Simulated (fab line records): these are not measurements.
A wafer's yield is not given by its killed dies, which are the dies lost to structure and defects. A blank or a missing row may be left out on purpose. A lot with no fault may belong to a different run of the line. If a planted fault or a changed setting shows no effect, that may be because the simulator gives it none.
fab line records -- flow sky130 -- part 2 of 2: steps 34 to 40 of 40
record: lots: 5, wafers: 15, last-day: 50
route steps=708 shown METAL3@532 CAPM@537
lots with no fault: from the same line, run without faults
start-h: hours from the record's first day to the start of the lot's first wafer shown -- wait-h: hours from the lot's prior step to this one -- " as in the row above -- L1.1+2: several wafers, shown together as one row -- - no value, or no start was given -- * or withheld: withheld -- < > ~ a bound
route shown NAME@n: a module of which the file shows steps, and the number in the route of the first -- usual: the fault-free wafers' mean and standard deviation -- same: alike in all rows -- chamber/n: place in a boat -- sites: the reading at each site -- _std_site: the standard deviation of these -- _edge_site: mean of outer sites minus mean of inner sites -- radius-mm: for every site, how far away it sits from the centre of the wafer -- mask NAME#n: copy n -- behind: tool/chamber where the wafer was last shaped -- hold: why the lot went on hold/how many hours it stayed there/how the hold came to an end -- device: the transistor (n, p or np) that didn't switch -- end of line: tests of these same wafers at the route's end -- for a step that has no rows: nothing shown but its recipe -- killed: at the first sort, the dies lost to defects and structure; wafer yield is something else -- map: per-die view of a wafer (x killed, . not killed, _ where there is no die)
set.NAME: the setting that was run; set.NAME@STEP: the one run at that earlier step -- model.NAME: the simulator's own value behind a step, which no gauge read
lots seen at some steps along the route; tables by step, rows by wafer
services: the hour from which a tool's chamber was out of use, counted from the record's first day as start-h (under 0 if before that day), plus the number of hours and why
== steps ==
step: SKY_METAL3_DESCUM_15
recipe: chemistry: O2, source-power-w: 150, bias-power-w: 0, pressure-mtorr: 10, temp-c: 40, time-s: 8
usual: drypump-motor-current-A: 5.6/0.31, oes-product-au: 1.004/0.011, temp-c: 39.99/0.1
lot.wafer,tool,chamber,start-h,wait-h,drypump-motor-current-A,oes-product-au,rf-hours-counter-h,temp-c
L074.1,rie-metal-01,1,889.62,0.0,5.1,0.997,12,39.91
L074.5,rie-metal-01,1,889.62,0.0,5.1,0.993,-,39.96
L074.6,rie-metal-01,0,889.62,0.0,6.1,1.017,-,40.07
L075.1,rie-metal-03,1,902.88,0.0,5.8,0.993,9,40.07
L075.4,rie-metal-03,1,902.88,0.0,5.8,0.998,-,39.96
L075.5,rie-metal-03,1,902.88,0.0,5.8,1.001,-,40.06
L084.1,rie-metal-01,1,972.42,0.0,5.1,0.986,16,39.95
L084.4,rie-metal-01,1,972.42,0.0,5.1,0.987,-,40.00
L084.5,rie-metal-01,1,972.42,0.0,5.1,0.992,-,40.17
L093.1,rie-metal-01,0,1031.82,0.0,6.0,1.000,17,39.94
L093.3,rie-metal-01,1,1031.82,0.0,5.1,0.989,-,40.02
L093.4,rie-metal-01,0,1031.82,0.0,6.1,1.003,-,39.97
L097.1,rie-metal-01,0,1057.07,0.0,6.0,1.017,19,39.89
L097.5,rie-metal-01,1,1057.07,0.0,5.1,0.997,-,39.94
L097.6,rie-metal-01,0,1057.07,0.0,6.0,1.011,-,39.98
step: SKY_METAL3_ETCH_16
recipe: chemistry: N2/H2, target: BARC, ion-energy-ev: 200, bias-w: 100, pressure-mtorr: 30, n2-flow-sccm: 100, h2-flow-sccm: 200, icp-w: 500, stop-on: SiO2, time-s: 88.2, target-depth-a: 600
usual: drypump-motor-current-A: 5.6/0.31, h2-flow-sccm: 199.8/0.59, oes-product-au: 0.626/0.0041, throttle-valve-pct: 13.205/0.0086
lot.wafer,tool,chamber,start-h,wait-h,drypump-motor-current-A,h2-flow-sccm,oes-product-au,rf-hours-counter-h,throttle-valve-pct
L074.1,rie-metal-01,1,889.65,0.0,5.0,199.3,0.628,12,13.205
L074.5,rie-metal-01,1,889.65,0.0,5.1,199.8,0.621,-,13.205
L074.6,rie-metal-01,0,889.65,0.0,6.0,199.3,0.627,-,13.198
L075.1,rie-metal-03,1,902.91,0.0,5.8,198.7,0.635,9,13.201
L075.4,rie-metal-03,1,902.91,0.0,5.8,199.6,0.633,-,13.211
L075.5,rie-metal-03,1,902.91,0.0,5.8,199.6,0.625,-,13.217
L084.1,rie-metal-01,1,972.45,0.0,5.2,200.1,0.629,16,13.215
L084.4,rie-metal-01,1,972.45,0.0,5.2,201.6,0.627,-,13.212
L084.5,rie-metal-01,1,972.45,0.0,5.2,200.0,0.638,-,13.192
L093.1,rie-metal-01,0,1031.85,0.0,6.1,199.3,0.626,17,13.213
L093.3,rie-metal-01,1,1031.85,0.0,5.1,200.1,0.625,-,13.208
L093.4,rie-metal-01,0,1031.85,0.0,6.1,199.7,0.630,-,13.202
L097.1,rie-metal-01,0,1057.10,0.0,6.1,200.2,0.622,19,13.187
L097.5,rie-metal-01,1,1057.10,0.0,5.1,199.9,0.623,-,13.212
L097.6,rie-metal-01,0,1057.10,0.0,6.1,199.4,0.625,-,13.213
step: SKY_METAL3_ETCH_17
recipe: target: SiO2, stop-on: TiN, chemistry: C4F8/O2/Ar, source-w: 1500, bias-w: 1200, pressure-mtorr: 40, c4f8-flow-sccm: withheld, O2_flow_sccm: 6, Ar_flow_sccm: 300, time-s: 3.9, target-depth-a: 150
usual: oes-product-au: 0.754/0.0073
lot.wafer,tool,chamber,start-h,wait-h,oes-product-au,rf-hours-counter-h
L074.1,rie-diel-03,2,889.75,0.1,0.758,8
L074.5,rie-diel-03,0,889.75,0.1,0.765,-
L074.6,rie-diel-03,1,889.75,0.1,0.754,-
L075.1,rie-diel-04,2,903.01,0.1,0.749,7
L075.4,rie-diel-04,3,903.01,0.1,0.760,5
L075.5,rie-diel-04,1,903.01,0.1,0.748,-
L084.1,rie-diel-04,0,972.55,0.1,0.749,20
L084.4,rie-diel-04,2,972.55,0.1,0.746,9
L084.5,rie-diel-04,2,972.55,0.1,0.754,-
L093.1,rie-diel-04,1,1031.95,0.1,0.748,9
L093.3,rie-diel-04,3,1031.95,0.1,0.750,9
L093.4,rie-diel-04,3,1031.95,0.1,0.761,-
L097.1,rie-diel-04,0,1057.20,0.1,0.752,0
L097.5,rie-diel-04,1,1057.20,0.1,0.764,-
L097.6,rie-diel-04,2,1057.20,0.1,0.751,-
step: SKY_METAL3_METAL_ETCH_18
recipe: target-depth-a: 8450, stop-on: SiO2, over-etch-frac: 0.3, time-s: 183.1, chemistry: Cl2/BCl3, resist-sidewall-deg: 88, pressure-mtorr: 10, icp-w: 900, bias-w: 48.5, Cl2_flow_sccm: 60, bcl3-flow-sccm: 30
usual: drypump-motor-current-A: 5.6/0.31, oes-product-au: 0.866/0.0069, throttle-valve-pct: 22.264/0.0087
lot.wafer,tool,chamber,start-h,wait-h,drypump-motor-current-A,oes-product-au,rf-hours-counter-h,throttle-valve-pct
L074.1,rie-metal-03,1,889.77,0.0,5.8,0.869,8,22.264
L074.5,rie-metal-03,1,889.77,0.0,5.8,0.860,-,22.258
L074.6,rie-metal-03,0,889.77,0.0,5.6,0.881,-,22.259
L075.1,rie-metal-02,1,903.03,0.0,5.7,0.874,13,22.263
L075.4,rie-metal-02,1,903.03,0.0,5.6,0.873,-,22.267
L075.5,rie-metal-02,0,903.03,0.0,5.3,0.864,-,22.266
L084.1,rie-metal-03,0,972.57,0.0,5.6,0.868,20,22.265
L084.4,rie-metal-03,0,972.57,0.0,5.6,0.878,-,22.248
L084.5,rie-metal-03,0,972.57,0.0,5.6,0.874,-,22.273
L093.1,rie-metal-03,1,1031.97,0.0,5.8,0.882,17,22.268
L093.3,rie-metal-03,1,1031.97,0.0,5.8,0.869,-,22.257
L093.4,rie-metal-03,0,1031.97,0.0,5.5,0.862,-,22.260
L097.1,rie-metal-02,0,1057.22,0.0,5.3,0.859,19,22.250
L097.5,rie-metal-02,0,1057.22,0.0,5.2,0.861,-,22.281
L097.6,rie-metal-02,1,1057.22,0.0,5.7,0.865,-,22.260
step: SKY_METAL3_STRIP_19
recipe: chemistry: O2/N2, power-w: 1400, pressure-mtorr: 1500, platen-temp-c: withheld, o2-flow-sccm: 3000, n2-flow-sccm: 300, overash-fraction: 0.5
usual: drypump-motor-current-A: 5.5/0.46, oes-product-au: 0.500/0.0064, strip-time-to-endpoint-s: 6.49/0.11
lot.wafer,tool,chamber,start-h,wait-h,drypump-motor-current-A,oes-product-au,rf-hours-counter-h,strip-time-to-endpoint-s
L074.1,plasma-asher-02,1,889.95,0.1,5.1,0.503,46,6.58
L074.5,plasma-asher-02,1,889.95,0.1,5.1,0.505,-,6.59
L074.6,plasma-asher-02,0,889.95,0.1,5.8,0.489,-,6.26
L075.1,plasma-asher-02,1,903.20,0.1,5.1,0.501,47,6.42
L075.4,plasma-asher-02,1,903.20,0.1,5.1,0.500,-,6.46
L075.5,plasma-asher-02,0,903.20,0.1,5.9,0.504,-,6.59
L084.1,plasma-asher-01,0,972.92,0.3,5.8,0.496,90,6.32
L084.4,plasma-asher-01,0,972.92,0.3,5.8,0.495,-,6.33
L084.5,plasma-asher-01,1,972.92,0.3,4.9,0.498,-,6.31
L093.1,plasma-asher-04,0,1032.14,0.1,5.8,0.505,112,6.59
L093.3,plasma-asher-04,1,1032.14,0.1,6.4,0.497,-,6.46
L093.4,plasma-asher-04,0,1032.14,0.1,5.8,0.492,-,6.35
L097.1,plasma-asher-02,0,1057.39,0.1,5.8,0.501,63,6.57
L097.5,plasma-asher-02,1,1057.39,0.1,5.1,0.501,-,6.60
L097.6,plasma-asher-02,0,1057.39,0.1,5.9,0.502,-,6.49
step: SKY_METAL3_STRIP_20
recipe: chemistry: post-etch-residue-remover, time-s: 1200, temp-c: 72.5
usual: temp-c: 72.50/0.11
lot.wafer,tool,chamber,start-h,wait-h,temp-c
L074.1,wet-bench-01,2,890.05,0.1,72.66
L074.5,wet-bench-01,2,890.05,0.1,72.72
L074.6,wet-bench-01,2,890.05,0.1,72.75
L075.1,wet-bench-01,2,903.30,0.1,72.52
L075.4,wet-bench-01,2,903.30,0.1,72.70
L075.5,wet-bench-01,2,903.30,0.1,72.41
L084.1,wet-bench-01,3,973.02,0.1,72.63
L084.4,wet-bench-01,3,973.02,0.1,72.70
L084.5,wet-bench-01,3,973.02,0.1,72.61
L093.1,wet-bench-04,0,1032.24,0.1,72.37
L093.3,wet-bench-04,0,1032.24,0.1,72.44
L093.4,wet-bench-04,0,1032.24,0.1,72.56
L097.1,wet-bench-01,1,1057.49,0.1,72.52
L097.5,wet-bench-01,1,1057.49,0.1,72.48
L097.6,wet-bench-01,1,1057.49,0.1,72.50
step: SKY_METAL3_CLEAN_21
recipe: chemistry: IPA, time-s: 180, temp-c: 25
usual: temp-c: 25.01/0.1
lot.wafer,tool,chamber,start-h,wait-h,temp-c
L074.1,wet-bench-04,3,890.42,0.0,24.86
L074.5,wet-bench-04,3,890.42,0.0,24.91
L074.6,wet-bench-04,3,890.42,0.0,25.02
L075.1,wet-bench-03,2,903.65,0.0,24.96
L075.4,wet-bench-03,2,903.65,0.0,24.88
L075.5,wet-bench-03,2,903.65,0.0,24.99
L084.1,wet-bench-01,0,973.36,0.0,24.94
L084.4,wet-bench-01,0,973.36,0.0,24.95
L084.5,wet-bench-01,0,973.36,0.0,24.95
L093.1,wet-bench-01,1,1032.58,0.0,24.93
L093.3,wet-bench-01,1,1032.58,0.0,24.95
L093.4,wet-bench-01,1,1032.58,0.0,25.09
L097.1,wet-bench-01,3,1057.87,0.0,24.94
L097.5,wet-bench-01,3,1057.87,0.0,24.96
L097.6,wet-bench-01,3,1057.87,0.0,24.89
== services ==
tool,chamber,start-h,hours,kind
rie-diel-04,2,817.88,3.1,repair
pvd-sputter-04,-,822.14,5.7,repair
wet-bench-03,-,824.25,1.9,pm
rie-diel-04,1,830.27,5.6,repair
rie-metal-01,1,839.05,4.0,repair
krf-scanner-02,-,846.32,7.5,repair
krf-scanner-02,-,852.08,0.3,repair
rie-diel-04,-,853.79,0.7,repair
rie-metal-03,-,855.62,1.4,pm
iline-stepper-01,-,859.69,4.4,pm
krf-scanner-02,-,860.46,1.3,repair
iline-stepper-01,-,868.60,1.7,pm
krf-scanner-02,-,876.64,0.7,repair
rie-diel-04,3,890.81,4.7,repair
pvd-sputter-01,-,900.60,3.3,repair
krf-scanner-02,-,913.50,0.8,pm
krf-scanner-02,-,914.25,1.0,pm
krf-scanner-02,-,916.25,1.3,pm
rie-metal-03,-,929.48,2.8,pm
pvd-sputter-02,-,937.96,15.0,repair
rie-metal-03,1,971.58,15.1,repair
pvd-sputter-03,-,987.66,2.1,repair
wet-bench-03,-,1011.71,4.7,repair
wet-bench-03,-,1025.59,145.9,repair
